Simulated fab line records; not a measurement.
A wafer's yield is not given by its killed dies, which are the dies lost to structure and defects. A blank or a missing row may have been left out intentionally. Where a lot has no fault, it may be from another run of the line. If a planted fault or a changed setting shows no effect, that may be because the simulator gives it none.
fab line records ; flow sfq_line ; part 1 of 2: steps 1 to 27 of 37
[record] lots = 5; wafers = 15; last_day = 97
route steps=325 shown L0V@26 M0@28 I0@43 M1@58
lots with no fault: from the same line, run without faults
start_h: hours from the record's first day to the start of the lot's first wafer shown ; wait_h: time in hours since the lot's previous step ; " identical to the entry in the row above ; L1.1+2: several wafers, shown together as one row ; - value missing, or start not given ; * or withheld: withheld ; < > ~ a bound
route shown NAME@n: a module of which the file shows steps, and the number in the route of the first ; usual: mean/standard deviation taken from wafers without a fault ; same: alike in all rows ; chamber/n: place in a boat ; sites: per-site readings ; _std_site: the values' standard deviation ; _edge_site: the outer-site mean with the inner-site mean subtracted ; radius_mm: how far each site lies from the wafer's centre ; mask NAME#n: copy n ; behind: the most recent tool/chamber to have shaped the wafer ; hold: what put the lot on hold/how long, in hours/how the hold closed ; device: names the non-switching transistor (n, p or np) ; end of line: the same wafers' tests at the end of the route ; for a step that has no rows: nothing shown but its recipe ; killed: not the wafer's yield, but the dies lost to structure and defects at the first sort ; map: per-die view of a wafer (x killed, . not killed, _ where there is no die)
set.NAME: the run value of the setting; set.NAME@STEP: its run value at that earlier step ; model.NAME: the simulator's own value behind a step, which no gauge read
certain route steps with their lots: each step a table, each wafer a row
services: the hour from which a tool's chamber was out of use, counted from the record's first day as start_h (under 0 if before that day), plus the number of hours and why
[[steps]]
[step SFQ_TRILAYER_L0_VIA_STRIP_STRIP_017]
[recipe] gas = O2; power_w = 200; platen_temp_c = 40; overash_fraction = 0.65; chemistry = O2; pressure_mtorr = 50
[usual] drypump_motor_current_A = 5.7/0.48; oes_product_au = 0.999/0.0075
[same] overash_fraction = 0.65
lot.wafer;tool;chamber;start_h;wait_h;drypump_motor_current_A;oes_product_au;rf_hours_counter_h
L074.3;rie_metal-03;1;196.97;-;4.9;0.985;-
L074.4;rie_metal-03;0;196.97;-;5.6;0.997;-
L074.6;rie_metal-03;1;196.97;-;4.9;0.988;-
L088.2;rie_metal-03;1;298.30;-;4.8;0.990;18
L088.4;rie_metal-03;0;298.30;-;5.5;1.006;-
L088.5;rie_metal-03;0;298.30;-;5.6;1.008;-
L090.1;rie_metal-01;0;318.70;-;5.9;0.994;34
L090.2;rie_metal-01;1;318.70;-;5.4;0.991;8
L090.4;rie_metal-01;1;318.70;-;5.4;0.984;-
L092.2;rie_metal-01;0;331.17;-;5.9;1.003;35
L092.5;rie_metal-01;1;331.17;-;5.4;0.995;-
L092.6;rie_metal-01;0;331.17;-;5.9;0.995;-
L095.1;rie_metal-02;1;347.97;-;6.3;0.996;21
L095.5;rie_metal-02;1;347.97;-;6.3;1.005;-
L095.6;rie_metal-02;0;347.97;-;6.0;0.998;-
[step SFQ_TRILAYER_L0_VIA_STRIP_SOLV_CLEAN_018]
[recipe] chemistry = NMP; temp_c = 70; time_s = 600
[usual] bath_guard_temp_C = 70.0/0.51; bath_heat_duty_pct = 13.4/1.2
lot.wafer;tool;chamber;start_h;wait_h;bath_guard_temp_C;bath_heat_duty_pct
L074.3;wet_bench-03;6;197.37;0.2;70.6;12.8
L074.4;wet_bench-03;4;197.37;0.2;70.9;12.0
L074.6;wet_bench-03;3;197.37;0.2;70.0;13.0
L088.2;wet_bench-03;4;298.90;0.4;70.6;10.9
L088.4;wet_bench-03;6;298.90;0.4;70.5;11.9
L088.5;wet_bench-03;0;298.90;0.4;69.8;12.6
L090.1;wet_bench-02;2;319.30;0.4;69.4;11.9
L090.2;wet_bench-02;0;319.30;0.4;69.2;13.8
L090.4;wet_bench-02;4;319.30;0.4;70.6;12.1
L092.2;wet_bench-02;0;331.77;0.4;69.1;15.2
L092.5;wet_bench-02;7;331.77;0.4;70.0;14.3
L092.6;wet_bench-02;2;331.77;0.4;69.6;10.9
L095.1;wet_bench-04;0;348.57;0.4;70.1;11.7
L095.5;wet_bench-04;1;348.57;0.4;70.9;13.2
L095.6;wet_bench-04;2;348.57;0.4;69.8;12.5
[step SFQ_TRILAYER_M0_DEP_PRE_CLEAN_020]
[recipe] gas = Ar; time_s = 15; bias_v = 250
lot.wafer;tool;chamber;start_h;wait_h
L074.3+4+6;pvd_sputter-06;-;197.54;0.0
L088.2+4+5;pvd_sputter-04;-;299.10;0.0
L090.1+2+4;pvd_sputter-04;-;319.50;0.0
L092.2+5+6;pvd_sputter-06;-;331.94;0.0
L095.1+5+6;pvd_sputter-04;-;348.92;0.0
[step SFQ_TRILAYER_M0_DEP_SPUTTER_019]
[recipe] material = Nb; base_pressure_pa = 1.33e-06; chamber_pressure_pa = 0.1333; substrate_temp_c = 20; resputter_cathode_voltage_v = 400; target_thk_nm = 200; power_w = 2000; time_s = 133.3
[usual] base_pressure_pa = 1.32e-06/8.6e-08; throttle_valve_pct = 29.5/1.1
lot.wafer;tool;chamber;start_h;wait_h;base_pressure_pa;throttle_valve_pct
L074.3;pvd_sputter-06;-;197.57;0.0;1.41e-06;28.8
L074.4;pvd_sputter-06;-;197.57;0.0;1.04e-06;28.4
L074.6;pvd_sputter-06;-;197.57;0.0;1.23e-06;28.6
L088.2;pvd_sputter-04;-;299.12;0.0;1.34e-06;29.1
L088.4;pvd_sputter-04;-;299.12;0.0;1.38e-06;29.4
L088.5;pvd_sputter-04;-;299.12;0.0;1.38e-06;30.6
L090.1;pvd_sputter-04;-;319.52;0.0;1.39e-06;29.6
L090.2;pvd_sputter-04;-;319.52;0.0;1.3e-06;30.6
L090.4;pvd_sputter-04;-;319.52;0.0;1.29e-06;28.4
L092.2;pvd_sputter-06;-;331.97;0.0;1.38e-06;31.4
L092.5;pvd_sputter-06;-;331.97;0.0;1.31e-06;28.2
L092.6;pvd_sputter-06;-;331.97;0.0;1.36e-06;28.7
L095.1;pvd_sputter-04;-;348.94;0.0;1.33e-06;29.1
L095.5;pvd_sputter-04;-;348.94;0.0;1.34e-06;30.3
L095.6;pvd_sputter-04;-;348.94;0.0;1.39e-06;28.0
[step SFQ_M0_RS_MEAS_904]
[recipe] thk_meas_gauge = four-point-probe; reads = Nb_of_TRILAYER_M0_DEP_SPUTTER_019
[usual] M0_NB_RS = 0.893/0.0083
lot.wafer;tool;chamber;start_h;wait_h;M0_NB_RS[ohm/sq]
L074.3;film_metro-02;-;197.70;0.1;0.895
L074.4;film_metro-02;-;197.70;0.1;0.896
L074.6;film_metro-02;-;197.70;0.1;0.897
L088.2;film_metro-04;-;299.23;0.1;0.875
L088.4;film_metro-04;-;299.23;0.1;0.879
L088.5;film_metro-04;-;299.23;0.1;0.877
L090.1;film_metro-01;-;319.61;0.0;0.890
L090.2;film_metro-01;-;319.61;0.0;0.889
L090.4;film_metro-01;-;319.61;0.0;0.893
L092.2;film_metro-04;-;332.08;0.1;0.890
L092.5;film_metro-04;-;332.08;0.1;0.893
L092.6;film_metro-04;-;332.08;0.1;0.897
L095.1;film_metro-02;-;349.03;0.0;0.899
L095.5;film_metro-02;-;349.03;0.0;0.904
L095.6;film_metro-02;-;349.03;0.0;0.894
[step SFQ_TRILAYER_M0_LITHO_COAT_026]
[recipe] resist = BARC; spin_rpm = 3000; resist_thk_nm = 62
lot.wafer;tool;chamber;start_h;wait_h
L074.3+4+6;litho_track-01;0;197.94;0.1
L088.2+4+5;litho_track-04;0;299.44;0.1
L090.1+2+4;litho_track-03;0;319.79;0.1
L092.2+5+6;litho_track-03;0;332.29;0.1
L095.1+5+6;litho_track-04;0;349.21;0.1
[step SFQ_TRILAYER_M0_LITHO_COAT_021]
[recipe] resist = KrF; spin_rpm = 3000; resist_thk_nm = 600
lot.wafer;tool;chamber;start_h;wait_h
L074.3+4+6;litho_track-01;0;198.24;0.2
L088.2+4+5;litho_track-04;0;299.74;0.2
L090.1+2+4;litho_track-03;0;320.09;0.2
L092.2+5+6;litho_track-03;0;332.59;0.2
L095.1+5+6;litho_track-04;0;349.51;0.2
[step SFQ_TRILAYER_M0_LITHO_SOFTBAKE_025]
[recipe] temp_c = withheld; time_s = withheld; resist = KrF
lot.wafer;tool;chamber;start_h;wait_h
L074.3+4+6;litho_track-01;0;198.49;0.2
L088.2+4+5;litho_track-04;0;300.02;0.2
L090.1+2+4;litho_track-03;0;320.39;0.2
L092.2+5+6;litho_track-03;0;332.86;0.2
L095.1+5+6;litho_track-04;0;349.81;0.2
[step SFQ_TRILAYER_M0_LITHO_EXPOSE_022]
[recipe] mask_id = M0; na = 0.6; source_shape = conventional; sigma_outer = 0.65; target_cd_nm = 500; dose_mj = 14.25
[usual] focus_offset_nm = 0.1/0.51
lot.wafer;tool;chamber;start_h;wait_h;mask;focus_offset_nm
L074.3;krf_scanner-01;0;312.68;-;M0#0;-0.3
L074.4;krf_scanner-01;0;312.68;-;M0#0;0.0
L074.6;krf_scanner-01;0;312.68;-;M0#0;0.1
L088.2;krf_scanner-02;0;434.64;-;M0#0;-0.3
L088.4;krf_scanner-02;0;434.64;-;M0#0;0.0
L088.5;krf_scanner-02;0;434.64;-;M0#0;0.1
L090.1;krf_scanner-01;0;457.37;-;M0#0;0.5
L090.2;krf_scanner-01;0;457.37;-;M0#0;1.0
L090.4;krf_scanner-01;0;457.37;-;M0#0;0.7
L092.2;krf_scanner-01;0;473.17;-;M0#0;0.5
L092.5;krf_scanner-01;0;473.17;-;M0#0;0.6
L092.6;krf_scanner-01;0;473.17;-;M0#0;0.8
L095.1;krf_scanner-02;0;493.49;-;M0#0;-0.1
L095.5;krf_scanner-02;0;493.49;-;M0#0;0.3
L095.6;krf_scanner-02;0;493.49;-;M0#0;-0.3
[step SFQ_TRILAYER_M0_LITHO_PEB_024]
[recipe] peb_temp_c = 115; peb_time_s = 60; resist = KrF
[usual] plate_temp_C = 114.99/0.13
lot.wafer;tool;chamber;start_h;wait_h;plate_temp_C
L074.3;litho_track-01;0;313.53;0.7;114.87
L074.4;litho_track-01;0;313.53;0.7;115.05
L074.6;litho_track-01;0;313.53;0.7;114.93
L088.2;litho_track-01;0;435.67;0.8;114.91
L088.4;litho_track-01;0;435.67;0.8;115.08
L088.5;litho_track-01;0;435.67;0.8;114.90
L090.1;litho_track-04;0;458.57;1.0;114.90
L090.2;litho_track-04;0;458.57;1.0;115.01
L090.4;litho_track-04;0;458.57;1.0;115.12
L092.2;litho_track-04;0;474.19;0.8;114.83
L092.5;litho_track-04;0;474.19;0.8;114.91
L092.6;litho_track-04;0;474.19;0.8;114.91
L095.1;litho_track-04;0;494.69;1.0;114.94
L095.5;litho_track-04;0;494.69;1.0;115.16
L095.6;litho_track-04;0;494.69;1.0;115.15
[step SFQ_TRILAYER_M0_LITHO_DEVELOP_023]
[recipe] time_s = 60; resist = KrF
lot.wafer;tool;chamber;start_h;wait_h
L074.3+4+6;litho_track-01;0;313.68;0.1
L088.2+4+5;litho_track-01;0;435.82;0.1
L090.1+2+4;litho_track-04;0;458.72;0.1
L092.2+5+6;litho_track-04;0;474.34;0.1
L095.1+5+6;litho_track-04;0;494.84;0.1
[step SFQ_M0_OVL_MEAS_906]
[usual] M0_OVL = 0/4.9
lot.wafer;tool;chamber;start_h;wait_h;M0_OVL[nm]
L074.3;overlay-01;-;313.79;0.1;5
L074.4;overlay-01;-;313.79;0.1;4
L074.6;overlay-01;-;313.79;0.1;1
L088.2;overlay-01;-;435.95;0.1;0
L088.4;overlay-01;-;435.95;0.1;5
L088.5;overlay-01;-;435.95;0.1;4
L090.1;overlay-02;-;458.87;0.1;-2
L090.2;overlay-02;-;458.87;0.1;-2
L090.4;overlay-02;-;458.87;0.1;-3
L092.2;overlay-02;-;474.47;0.1;1
L092.5;overlay-02;-;474.47;0.1;-5
L092.6;overlay-02;-;474.47;0.1;2
L095.1;overlay-01;-;494.99;0.1;5
L095.5;overlay-01;-;494.99;0.1;8
L095.6;overlay-01;-;494.99;0.1;10
[step SFQ_TRILAYER_M0_BARC_OPEN_METAL_ETCH_031]
[recipe] mask_material = PR; chemistry = O2; target_depth_nm = 125; target = BARC; icp_w = 600; bias_w = 80; pressure_mtorr = 10; time_s = 41.7
[usual] drypump_motor_current_A = 5.8/0.48; oes_product_au = 0.685/0.0046
lot.wafer;tool;chamber;start_h;wait_h;drypump_motor_current_A;oes_product_au;rf_hours_counter_h
L074.3;rie_metal-02;1;313.84;0.0;6.3;0.678;-
L074.4;rie_metal-02;0;313.84;0.0;6.0;0.684;-
L074.6;rie_metal-02;0;313.84;0.0;6.0;0.693;-
L088.2;rie_metal-02;0;435.98;0.0;6.1;0.680;56
L088.4;rie_metal-02;1;435.98;0.0;6.3;0.682;-
L088.5;rie_metal-02;1;435.98;0.0;6.4;0.682;-
L090.1;rie_metal-03;0;458.90;0.0;5.6;0.685;115
L090.2;rie_metal-03;1;458.90;0.0;4.8;0.684;33
L090.4;rie_metal-03;1;458.90;0.0;4.8;0.694;-
L092.2;rie_metal-03;0;474.50;0.0;5.6;0.686;117
L092.5;rie_metal-03;1;474.50;0.0;4.8;0.686;-
L092.6;rie_metal-03;0;474.50;0.0;5.6;0.686;-
L095.1;rie_metal-02;0;495.03;0.0;6.0;0.684;64
L095.5;rie_metal-02;0;495.03;0.0;6.0;0.680;-
L095.6;rie_metal-02;1;495.03;0.0;6.3;0.681;-
[step SFQ_TRILAYER_M0_ETCH_METAL_ETCH_024]
[recipe] target = Nb; stop_on = SiO2; mask_material = PR; chemistry = Cl2/Ar; target_depth_nm = 240; icp_w = 600; bias_w = 80; pressure_mtorr = 10; time_s = 120
[usual] drypump_motor_current_A = 5.9/0.47; oes_product_au = 0.892/0.0065
lot.wafer;tool;chamber;start_h;wait_h;drypump_motor_current_A;oes_product_au;rf_hours_counter_h
L074.3;rie_metal-02;1;313.92;0.1;6.3;0.886;-
L074.4;rie_metal-02;0;313.92;0.1;6.0;0.900;-
L074.6;rie_metal-02;0;313.92;0.1;6.0;0.900;-
L088.2;rie_metal-02;0;436.04;0.0;6.0;0.892;56
L088.4;rie_metal-02;1;436.04;0.0;6.3;0.898;-
L088.5;rie_metal-02;1;436.04;0.0;6.3;0.902;-
L090.1;rie_metal-03;0;458.96;0.0;5.6;0.898;115
L090.2;rie_metal-03;1;458.96;0.0;4.8;0.893;33
L090.4;rie_metal-03;1;458.96;0.0;4.8;0.894;-
L092.2;rie_metal-03;0;474.56;0.0;5.5;0.893;117
L092.5;rie_metal-03;1;474.56;0.0;4.8;0.894;-
L092.6;rie_metal-03;0;474.56;0.0;5.6;0.890;-
L095.1;rie_metal-02;0;495.09;0.0;6.0;0.893;64
L095.5;rie_metal-02;0;495.09;0.0;6.1;0.890;-
L095.6;rie_metal-02;1;495.09;0.0;6.3;0.894;-
[step SFQ_TRILAYER_M0_STRIP_STRIP_025]
[recipe] gas = O2; power_w = 200; platen_temp_c = 40; overash_fraction = 0.65; chemistry = O2; pressure_mtorr = 50
[usual] drypump_motor_current_A = 5.9/0.45; oes_product_au = 1.002/0.0074
[same] overash_fraction = 0.65
lot.wafer;tool;chamber;start_h;wait_h;drypump_motor_current_A;oes_product_au;rf_hours_counter_h
L074.3;rie_metal-02;1;314.20;0.2;6.3;1.003;-
L074.4;rie_metal-02;0;314.20;0.2;6.0;0.998;-
L074.6;rie_metal-02;0;314.20;0.2;6.0;0.996;-
L088.2;rie_metal-02;0;436.16;0.1;6.0;0.994;56
L088.4;rie_metal-02;1;436.16;0.1;6.3;0.999;-
L088.5;rie_metal-02;1;436.16;0.1;6.3;1.002;-
L090.1;rie_metal-03;0;459.09;0.1;5.5;0.997;115
L090.2;rie_metal-03;1;459.09;0.1;4.8;0.996;33
L090.4;rie_metal-03;1;459.09;0.1;4.8;0.988;-
L092.2;rie_metal-03;0;474.69;0.1;5.5;0.989;117
L092.5;rie_metal-03;1;474.69;0.1;4.8;1.003;-
L092.6;rie_metal-03;0;474.69;0.1;5.6;1.002;-
L095.1;rie_metal-02;0;495.21;0.1;6.0;0.996;64
L095.5;rie_metal-02;0;495.21;0.1;6.0;1.007;-
L095.6;rie_metal-02;1;495.21;0.1;6.3;1.010;-
[step SFQ_TRILAYER_M0_STRIP_SOLV_CLEAN_026]
[recipe] chemistry = NMP; temp_c = 70; time_s = 600
[usual] bath_guard_temp_C = 70.1/0.47; bath_heat_duty_pct = 13.1/1
lot.wafer;tool;chamber;start_h;wait_h;bath_guard_temp_C;bath_heat_duty_pct
L074.3;wet_bench-04;3;314.60;0.2;69.9;15.0
L074.4;wet_bench-04;0;314.60;0.2;70.1;13.1
L074.6;wet_bench-04;5;314.60;0.2;69.6;14.4
L088.2;wet_bench-04;1;436.76;0.4;70.8;12.0
L088.4;wet_bench-04;3;436.76;0.4;69.7;14.1
L088.5;wet_bench-04;2;436.76;0.4;69.8;13.7
L090.1;wet_bench-03;1;459.69;0.4;70.1;12.9
L090.2;wet_bench-03;4;459.69;0.4;70.7;11.6
L090.4;wet_bench-03;2;459.69;0.4;70.5;13.6
L092.2;wet_bench-03;6;475.29;0.4;70.6;11.9
L092.5;wet_bench-03;0;475.29;0.4;69.3;13.0
L092.6;wet_bench-03;4;475.29;0.4;70.4;12.0
L095.1;wet_bench-03;1;495.81;0.4;70.2;13.3
L095.5;wet_bench-03;2;495.81;0.4;70.6;14.7
L095.6;wet_bench-03;4;495.81;0.4;70.8;11.8
[step SFQ_TRILAYER_I0_DEP_PECVD_027]
[recipe] material = SiO2; temp_c = 150; time_s = 111.11; pressure_torr = 2.4; rf_w = 183.3; precursor = SiH4/N2O; target_thk_nm = 500
[usual] heater_power_w = 81/14; throttle_valve_pct = 24.3/1.2
lot.wafer;tool;chamber;start_h;wait_h;heater_power_w;throttle_valve_pct
L074.3;pecvd-02;1;314.78;0.0;81;25.1
L074.4;pecvd-02;0;314.78;0.0;97;24.5
L074.6;pecvd-02;2;314.78;0.0;82;22.9
L088.2;pecvd-04;0;436.97;0.0;95;23.1
L088.4;pecvd-04;0;436.97;0.0;102;23.1
L088.5;pecvd-04;2;436.97;0.0;59;23.6
L090.1;pecvd-01;1;459.86;0.0;74;24.4
L090.2;pecvd-01;2;459.86;0.0;62;27.1
L090.4;pecvd-01;0;459.86;0.0;69;25.5
L092.2;pecvd-02;1;475.46;0.0;84;25.3
L092.5;pecvd-02;0;475.46;0.0;80;24.7
L092.6;pecvd-02;2;475.46;0.0;71;23.5
L095.1;pecvd-04;1;495.99;0.0;87;23.8
L095.5;pecvd-04;0;495.99;0.0;107;23.1
L095.6;pecvd-04;2;495.99;0.0;67;23.8
[step SFQ_TRILAYER_I0_CMP_CMP_028]
[recipe] material = SiO2; down_force_psi = 3; platen_rpm = 60; pad_velocity_m_s = 0.94248
[usual] head_pressure_psi = 3.000/0.0065; motor_current_A = 10.4/1.1; slurry_flow_ml_min = 149.9/0.48; time_to_endpoint_s = 216/6.8
lot.wafer;tool;chamber;start_h;wait_h;head_pressure_psi;motor_current_A;slurry_flow_ml_min;time_to_endpoint_s
L074.3;cmp-02;2;315.36;0.5;3.008;9.9;149.1;221
L074.4;cmp-02;3;315.36;0.5;3.001;12.3;150.5;227
L074.6;cmp-02;1;316.86;2.0;3.001;10.5;150.8;224
L088.2;cmp-02;1;469.11;32.1;2.997;10.9;150.4;217
L088.4;cmp-02;3;470.11;33.1;3.005;12.1;149.8;219
L088.5;cmp-02;2;471.61;34.6;2.995;10.2;150.6;214
L090.1;cmp-02;1;484.11;24.2;3.005;10.1;150.3;213
L090.4;cmp-02;2;484.11;24.2;2.997;10.1;149.8;222
L090.2;cmp-02;0;485.61;25.7;3.006;9.3;150.0;226
L092.2;cmp-01;0;487.96;12.5;3.004;9.5;150.3;209
L092.5;cmp-01;0;489.96;14.4;3.000;10.0;150.0;217
L092.6;cmp-01;1;489.96;14.4;2.997;9.9;149.5;218
L095.1;cmp-01;1;500.46;4.4;3.005;10.8;150.5;207
L095.5;cmp-01;0;501.96;5.9;2.989;10.3;149.7;213
L095.6;cmp-01;1;501.96;5.9;2.995;10.2;149.9;217
[step SFQ_I0_BOW_MEAS_907]
[recipe] mode = bow
[usual] I0_BOW = 1/7.9
lot.wafer;tool;chamber;start_h;wait_h;I0_BOW[um]
L074.3;film_metro-02;-;317.90;2.0;6
L074.4;film_metro-02;-;317.90;2.0;-3
L074.6;film_metro-02;-;317.90;2.0;-6
L088.2;film_metro-02;-;472.13;2.5;14
L088.4;film_metro-02;-;472.13;2.5;1
L088.5;film_metro-02;-;472.13;2.5;10
L090.1;film_metro-02;-;487.11;2.5;4
L090.2;film_metro-02;-;487.11;2.5;5
L090.4;film_metro-02;-;487.11;2.5;-2
L092.2;film_metro-04;-;490.98;2.5;13
L092.5;film_metro-04;-;490.98;2.5;1
L092.6;film_metro-04;-;490.98;2.5;6
L095.1;film_metro-04;-;502.96;2.0;-6
L095.5;film_metro-04;-;502.96;2.0;-8
L095.6;film_metro-04;-;502.96;2.0;-5
[step SFQ_TRILAYER_I0_METRO_MEASURE_029]
[usual] thk_nm = 200.2/1
lot.wafer;tool;chamber;start_h;wait_h;thk_nm
L074.3;film_metro-02;-;318.38;0.5;201.0
L074.4;film_metro-02;-;318.38;0.5;200.5
L074.6;film_metro-02;-;318.38;0.5;200.7
L088.2;film_metro-02;-;472.43;0.3;200.3
L088.4;film_metro-02;-;472.43;0.3;199.7
L088.5;film_metro-02;-;472.43;0.3;200.3
L090.1;film_metro-02;-;487.23;0.1;201.3
L090.2;film_metro-02;-;487.23;0.1;202.0
L090.4;film_metro-02;-;487.23;0.1;201.9
L092.2;film_metro-04;-;491.28;0.3;199.6
L092.5;film_metro-04;-;491.28;0.3;199.4
L092.6;film_metro-04;-;491.28;0.3;201.2
L095.1;film_metro-04;-;503.08;0.1;198.3
L095.5;film_metro-04;-;503.08;0.1;198.8
L095.6;film_metro-04;-;503.08;0.1;198.0
[step SFQ_TRILAYER_I0_VIA_LITHO_COAT_036]
[recipe] resist = BARC; spin_rpm = 3000; resist_thk_nm = 62
lot.wafer;tool;chamber;start_h;wait_h
L074.3+4+6;litho_track-02;0;319.28;0.7
L088.2+4+5;litho_track-02;0;473.48;0.8
L090.1+2+4;litho_track-02;0;488.43;1.0
L092.2+5+6;litho_track-02;0;492.33;0.8
L095.1+5+6;litho_track-03;0;504.28;1.0
[step SFQ_TRILAYER_I0_VIA_LITHO_COAT_031]
[recipe] resist = KrF; spin_rpm = 2980; resist_thk_nm = 650
lot.wafer;tool;chamber;start_h;wait_h
L074.3+4+6;litho_track-02;0;319.58;0.2
L088.2+4+5;litho_track-02;0;473.78;0.2
L090.1+2+4;litho_track-02;0;488.73;0.2
L092.2+5+6;litho_track-02;0;492.63;0.2
L095.1+5+6;litho_track-03;0;504.58;0.2
[step SFQ_TRILAYER_I0_VIA_LITHO_SOFTBAKE_035]
[recipe] temp_c = withheld; time_s = withheld; resist = KrF
lot.wafer;tool;chamber;start_h;wait_h
L074.3+4+6;litho_track-02;0;319.83;0.2
L088.2+4+5;litho_track-02;0;474.05;0.2
L090.1+2+4;litho_track-02;0;489.03;0.2
L092.2+5+6;litho_track-02;0;492.90;0.2
L095.1+5+6;litho_track-03;0;504.88;0.2
[step SFQ_TRILAYER_I0_VIA_LITHO_EXPOSE_032]
[recipe] mask_id = I0; na = 0.6; source_shape = conventional; sigma_outer = 0.65; target_cd_nm = 500; dose_mj = 21.3
[usual] focus_offset_nm = 0.0/0.55
lot.wafer;tool;chamber;start_h;wait_h;mask;focus_offset_nm
L074.3;krf_scanner-01;0;456.57;-;I0#0;0.4
L074.4;krf_scanner-01;0;456.57;-;I0#0;-0.4
L074.6;krf_scanner-01;0;456.57;-;I0#0;0.1
L088.2;krf_scanner-01;0;624.90;-;I0#0;0.7
L088.4;krf_scanner-01;0;624.90;-;I0#0;0.3
L088.5;krf_scanner-01;0;624.90;-;I0#0;0.9
L090.1;krf_scanner-01;0;647.50;-;I0#0;-0.5
L090.2;krf_scanner-01;0;647.50;-;I0#0;-0.5
L090.4;krf_scanner-01;0;647.50;-;I0#0;-1.0
L092.2;krf_scanner-02;0;655.03;-;I0#0;0.5
L092.5;krf_scanner-02;0;655.03;-;I0#0;-0.7
L092.6;krf_scanner-02;0;655.03;-;I0#0;-0.6
L095.1;krf_scanner-02;0;670.43;-;I0#0;2.1
L095.5;krf_scanner-02;0;670.43;-;I0#0;0.9
L095.6;krf_scanner-02;0;670.43;-;I0#0;1.0
[step SFQ_TRILAYER_I0_VIA_LITHO_PEB_034]
[recipe] peb_temp_c = 115; peb_time_s = 60; resist = KrF
[usual] plate_temp_C = 115.00/0.13
lot.wafer;tool;chamber;start_h;wait_h;plate_temp_C
L074.3;litho_track-01;0;457.42;0.7;114.83
L074.4;litho_track-01;0;457.42;0.7;115.04
L074.6;litho_track-01;0;457.42;0.7;114.88
L088.2;litho_track-03;0;625.93;0.8;115.00
L088.4;litho_track-03;0;625.93;0.8;115.16
L088.5;litho_track-03;0;625.93;0.8;114.95
L090.1;litho_track-02;0;648.70;1.0;114.89
L090.2;litho_track-02;0;648.70;1.0;114.89
L090.4;litho_track-02;0;648.70;1.0;114.90
L092.2;litho_track-02;0;656.05;0.8;115.10
L092.5;litho_track-02;0;656.05;0.8;115.00
L092.6;litho_track-02;0;656.05;0.8;115.05
L095.1;litho_track-01;0;671.63;1.0;115.04
L095.5;litho_track-01;0;671.63;1.0;115.04
L095.6;litho_track-01;0;671.63;1.0;114.82
[step SFQ_TRILAYER_I0_VIA_LITHO_DEVELOP_033]
[recipe] time_s = 60; resist = KrF
lot.wafer;tool;chamber;start_h;wait_h
L074.3+4+6;litho_track-01;0;457.57;0.1
L088.2+4+5;litho_track-03;0;626.08;0.1
L090.1+2+4;litho_track-02;0;648.85;0.1
L092.2+5+6;litho_track-02;0;656.20;0.1
L095.1+5+6;litho_track-01;0;671.78;0.1
[step SFQ_I0_OVL_MEAS_908]
[usual] I0_OVL = 2/5.3
lot.wafer;tool;chamber;start_h;wait_h;I0_OVL[nm]
L074.3;overlay-01;-;457.68;0.1;3
L074.4;overlay-01;-;457.68;0.1;6
L074.6;overlay-01;-;457.68;0.1;11
L088.2;overlay-02;-;626.21;0.1;1
L088.4;overlay-02;-;626.21;0.1;3
L088.5;overlay-02;-;626.21;0.1;2
L090.1;overlay-02;-;649.00;0.1;5
L090.2;overlay-02;-;649.00;0.1;11
L090.4;overlay-02;-;649.00;0.1;12
L092.2;overlay-01;-;656.34;0.1;-4
L092.5;overlay-01;-;656.34;0.1;-5
L092.6;overlay-01;-;656.34;0.1;-4
L095.1;overlay-01;-;671.93;0.1;1
L095.5;overlay-01;-;671.93;0.1;3
L095.6;overlay-01;-;671.93;0.1;-6
